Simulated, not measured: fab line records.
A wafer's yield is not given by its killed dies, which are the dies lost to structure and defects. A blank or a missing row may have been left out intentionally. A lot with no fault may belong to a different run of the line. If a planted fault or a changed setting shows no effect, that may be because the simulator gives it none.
Code-filled problem report in 8D (eight disciplines) form	flow gf180mcu	the parts of the form that need people (team, actions taken, sign-off) are left out

== 1. WHAT IS WRONG ==
Mean of exposure_dose_mJ_cm2 at GF_VT_IMPLANT_EXPOSE_26: 128.48 across 12 wafers in 4 lots; on wafers with no fault it is 140.05 (standard deviation 0.15). Measured from the usual mean, that is -77 standard deviations.
The step: exposes mask LVPWELL HV AREA, target cd 860 nm.
Seen first at day 7 21:10 on iline_stepper-01, wafer L146.3. The record holds 36 wafers of 12 lots with a number at this step. By rule, "out" or "out of limits" means more than 4 standard deviations away from the usual mean. All remaining wafers that have a number are taken as sound.

== 2. WHAT IT IS, AND WHAT IT ISN'T ==
question	is	is not
which readings at this step	exposure_dose_mJ_cm2	-
which lots	L146, L147, L148, L149	L153, L154, L156, L158, L159, L162, L163, L167
which wafers of those lots	all that have a number	-
read on which tools	iline_stepper-01	iline_stepper-02
when	from day 7 21:10	up to then (0 sound wafers); but 24 sound wafers of L153, L154, L156, L158, L159, L162, L163, L167 came after

== 3. THE SUSPECTS, EACH WITH WHAT RULES IT OUT ==
Counting: a tool at a process step up to the reading stays a suspect if it ran every lot that is out and no sound lot after the first of them.
- iline_stepper-01 at GF_VT_IMPLANT_EXPOSE_26 (exposes mask LVPWELL HV AREA, target cd 860 nm): kept. It ran every lot that is out, first L146 (day 7 21:10), and no sound lot after that. On those wafers its own readings are out: exposure_dose_mJ_cm2.
The count leaves iline_stepper-01 at GF_VT_IMPLANT_EXPOSE_26.

== 4. THE CAUSE (what the simulator had put in) ==
Process parameter drift: iline_stepper-01, from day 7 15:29 on, at GF_VT_IMPLANT_EXPOSE_26. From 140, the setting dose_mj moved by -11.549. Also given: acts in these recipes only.
This tool alone remained once counting was done.

== 5. THE EFFECT CHAIN, in route order ==
One row per reading whose mean, taken over the struck wafers that have a number, lies over 3 standard deviations from the usual. Readings are gone through only where the record gives a usual standard deviation; hours: the median, over the lots, of the time from a lot's start at the first step in this table giving one to that lot's start at this step; sigmas: the change measured in usual standard deviations.
hours	step	reading	usual	on struck wafers	change	sigmas
0	GF_VT_IMPLANT_EXPOSE_26	exposure_dose_mJ_cm2	140.05	128.48	-11.57	-77
It contains these process steps:
- GF_VT_IMPLANT_EXPOSE_26: exposes mask LVPWELL HV AREA, target cd 860 nm.
Later steps that measure or inspect, where all struck wafers having a row at the step show a number for every such reading and not one has moved that far: GF_VT_IMPLANT_OVL_MEAS_29.

== 6. HOW IT WOULD HAVE BEEN CAUGHT EARLIER ==
6 hours passed between the start of the fault at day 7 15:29 and the first reading out of limits in this record, taken at day 7 21:10.
